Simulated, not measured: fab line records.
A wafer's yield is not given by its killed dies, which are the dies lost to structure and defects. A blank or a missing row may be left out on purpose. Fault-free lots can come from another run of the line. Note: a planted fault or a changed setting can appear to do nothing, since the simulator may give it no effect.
Which of the tools did it?    flow gf180mcu    13 lots with 39 wafers sampled at 4 steps, on a route of 602 steps

== WHAT THE GAUGES SHOWED, per wafer ==
GF_V1_THK_MEAS_25: measures by xrf.
lot   measured      on             V1_W_THK (nm)
L987  day 18 07:52  film metro-01  352 355 352
L989  day 18 22:40  film metro-02  341 346 345
L991  day 19 15:26  film metro-02  347 343 352
L992  day 20 05:38  film metro-02  340 339 343
L994  day 20 20:48  film metro-03  361 358 356
L995  day 21 08:42  film metro-03  352 350 348
L997  day 22 00:41  film metro-02  337 342 340
L998  day 22 10:16  film metro-02  344 344 346
L100  day 23 00:28  film metro-03  353 357 357
L101  day 23 10:04  film metro-01  350 351 349
L102  day 23 23:20  film metro-02  344 346 347
L103  day 24 02:29  film metro-02  342 346 343
L104  day 24 14:58  film metro-01  351 349 351

GF_V2_OVL_MEAS_15.
lot   measured      on          V2_OVL (nm)
L987  day 20 10:14  overlay-02  0 0 0
L989  day 21 01:52  overlay-01  6 1 3
L991  day 21 17:51  overlay-02  -4 -7 -6
L992  day 22 07:24  overlay-01  -5 1 0
L994  day 22 21:49  overlay-02  -8 0 -9
L995  day 23 09:45  overlay-02  -4 -3 -13
L997  day 24 00:45  overlay-02  -7 1 4
L998  day 24 09:47  overlay-01  4 -4 8
L100  day 24 23:05  overlay-02  -1 0 0
L101  day 25 07:52  overlay-01  5 -5 1
L102  day 25 20:43  overlay-01  -7 1 -2
L103  day 26 01:51  overlay-01  -1 1 6
L104  day 26 11:53  overlay-01  -10 -7 -14

GF_M3_CD_MEAS_14 targets a cd of 280 nm.
lot   measured      on         cd nm (nm)
L987  day 21 11:40  cd sem-02  281.0 280.6 280.2
L989  day 22 03:24  cd sem-01  279.1 280.0 279.9
L991  day 22 18:51  cd sem-02  280.2 279.4 280.1
L992  day 23 08:04  cd sem-01  278.7 278.8 280.4
L994  day 23 21:11  cd sem-02  280.2 279.8 279.9
L995  day 24 09:24  cd sem-01  278.0 278.9 279.0
L997  day 25 00:11  cd sem-02  279.9 279.7 279.5
L998  day 25 08:36  cd sem-02  280.7 281.3 280.2
L100  day 25 21:57  cd sem-02  279.9 280.6 281.7
L101  day 26 06:24  cd sem-01  278.7 280.7 277.3
L102  day 26 19:08  cd sem-02  284.3 285.1 284.7
L103  day 27 00:37  cd sem-02  283.0 284.5 283.9
L104  day 27 10:34  cd sem-02  278.7 278.0 278.5

== WHAT TOOL EACH LOT RAN ON (gives the tool, then ch and the chambers of the sampled wafers, and finally the start) ==
lot   GF_M3_SOFTBAKE_10
L987  litho track-04 ch 0, day 20 23:31
L989  litho track-04 ch 0, day 21 15:42
L991  litho track-02 ch 0, day 22 07:16
L992  litho track-04 ch 0, day 22 20:18
L994  litho track-02 ch 0, day 23 10:25
L995  litho track-04 ch 0, day 23 22:15
L997  litho track-02 ch 0, day 24 13:17
L998  litho track-04 ch 0, day 24 22:06
L100  litho track-03 ch 0, day 25 11:25
L101  litho track-04 ch 0, day 25 19:57
L102  litho track-04 ch 0, day 26 08:51
L103  litho track-04 ch 0, day 26 13:50
L104  litho track-03 ch 0, day 27 00:10
- GF_M3_SOFTBAKE_10: time 60 s.

== AS READ BY THE TOOLS THEMSELVES (means over the sampled wafers that have a number; for cases with no such wafer, the mark the record gives instead) ==
GF_M3_SOFTBAKE_10.
lot   tool            heater power total W (W)  run length s (s)
L987  litho track-04  93.01                     89.06
L989  litho track-04  92.99                     89.07
L991  litho track-02  93.08                     88.86
L992  litho track-04  93.09                     88.99
L994  litho track-02  93.05                     88.77
L995  litho track-04  93.09                     89.07
L997  litho track-02  93.02                     88.75
L998  litho track-04  93.04                     89.06
L100  litho track-03  93.01                     89.38
L101  litho track-04  93.04                     89.11
L102  litho track-04  99.60                     77.63
L103  litho track-04  99.65                     77.73
L104  litho track-03  93.06                     89.43

== THE ANSWER, worked out from the rows above alone ==
Rule: the lots themselves supply what counts as usual. The widest of any qualifying gaps counts: lots, ordered by their means at a reading, are off when they make up no more than a third of the lots, leave a main group of 4 or more, and stand apart from it by 3 or more times the standard deviation of that group's means. A main group whose means are all the same, to the digits that the tables above print for the reading, isn't used. A lot without any number at a reading at which 4 lots or more have one is off too. Any other lot the step has rows for is counted as sound. Order of review: gauges by route order, followed by the tools' own readings, for which a lot's mean as printed above is used. The first step at which some lot is off is used, and at that step the reading that is off furthest; a lot without a number counts as furthest.
Off, at GF_M3_CD_MEAS_14 on cd nm: L102, L103. The main group has a mean of 279.7 nm with a standard deviation of 0.78.
If a tool, at a process step before that reading, ran all the lots that are off and no sound lot after the first of them, it fits. The gauges at GF_M3_CD_MEAS_14 aren't tried: what is off there is off at GF_M3_SOFTBAKE_10 too, on other tools, and a gauge's error can't cause that. One candidate fits, namely litho track-04 at GF_M3_SOFTBAKE_10. Its last sound lot is L101 (day 25 19:57), its first lot that is off L102 (day 26 08:51): a fault that began between those two fits.
The tool's own readings at GF_M3_SOFTBAKE_10 bear it out: on the lots that are off they differ by more than 5 times the standard deviation of the sound lots' means. heater power total W reads 99.62 W there against 93.04 W on the sound lots; run length s reads 77.68 s there against 89.05 s on the sound lots.

== WHAT WAS PUT IN BY THE SIMULATOR ==
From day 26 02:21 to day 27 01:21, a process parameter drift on litho track-04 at GF_M3_SOFTBAKE_10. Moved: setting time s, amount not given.
Shown lots that were struck: L102, L103. The rule above found the same.
